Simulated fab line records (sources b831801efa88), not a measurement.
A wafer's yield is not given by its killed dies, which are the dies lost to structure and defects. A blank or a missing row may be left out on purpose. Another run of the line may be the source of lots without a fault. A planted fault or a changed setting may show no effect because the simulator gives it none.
8D (eight disciplines) problem report, filled in by code :: flow sky130 :: the parts of the form that need people (team, actions taken, sign-off) are left out

1. THE PROBLEM
spin-speed-rpm at SKY_LI_CONTACT_COAT_06 reads a mean of 2912.4 rpm on 6 wafers of 2 lots; wafers without a fault read 3000.1 rpm with a standard deviation of 1.8. Relative to the usual mean, that is a shift of -49 standard deviations.
The step: resist thk 60 nm.
Seen first at day 34 15:49 on litho-track-04, wafer L576.1. Wafers with a number at this step in the record: 39, from 13 lots. Rule for "out", or "out of limits": more than 4 standard deviations from the usual mean. The rest of the wafers with a number are treated as sound.

2. WHAT IT IS, AND WHAT IT ISN'T
question: which readings at this step
is: spin-speed-rpm
is not: -

question: which lots
is: L576, L577
is not: L561, L562, L563, L564, L565, L566, L573, L574, L575, L579, L582

question: which wafers of those lots
is: all that have a number
is not: -

question: read on which tools
is: litho-track-04
is not: litho-track-01, litho-track-02

question: when
is: from day 34 15:49
is not: up to then (27 sound wafers); but 6 sound wafers of L579, L582 came after

3. THE SUSPECTS, EACH WITH WHAT RULES IT OUT
Counting: a tool stays on the suspect list if, at a process step up to the reading, it processed all lots that are out and no sound lot following the first of them.
- rie-diel-04 at SKY_POLY_CUT_ETCH_10 (etches BARC in N2/H2, stops on SiO2, time 45.9 s, target depth 60 nm): ruled out as a lasting fault. Following L576 (day 30 12:28), the first lot on it that is out, the sound lots L579, L582 were run on it.
- litho-track-04 at SKY_LI_CONTACT_COAT_06 (resist thk 60 nm): kept. Every lot that is out went through it, starting with L576 (day 34 15:49), and after that it ran no sound lot; the last sound lot it ran before then is L575 (day 34 00:56). Out on those wafers are its own readings of spin-speed-rpm.
After counting, what remains is litho-track-04 at SKY_LI_CONTACT_COAT_06.

4. THE CAUSE (what the simulator had put in)
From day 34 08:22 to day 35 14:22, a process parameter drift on litho-track-04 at SKY_LI_CONTACT_COAT_06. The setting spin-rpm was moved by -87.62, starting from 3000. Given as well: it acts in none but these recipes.
Only this tool survived the counting.

5. THE CHAIN OF EFFECTS, in route order
Rows list readings where the struck wafers' mean (over those with a number) sits beyond 3 standard deviations from the usual. Only readings for which the record gives a usual standard deviation are gone through. hours: the time from each lot's start at the first step in this table that gives one to its start at this step, as a median over the lots. sigmas: the change in usual standard deviations.
hours: 0
step: SKY_LI_CONTACT_COAT_06
reading: spin-speed-rpm
usual: 3000.1 rpm
on struck wafers: 2912.4
change: -87.7
sigmas: -49
It contains these process steps:
- SKY_LI_CONTACT_COAT_06: resist thk 60 nm.

6. WHAT WOULD HAVE CAUGHT IT SOONER
In this record no reading fell out of limits until day 34 15:49, 7 hours after the fault had begun at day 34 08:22.
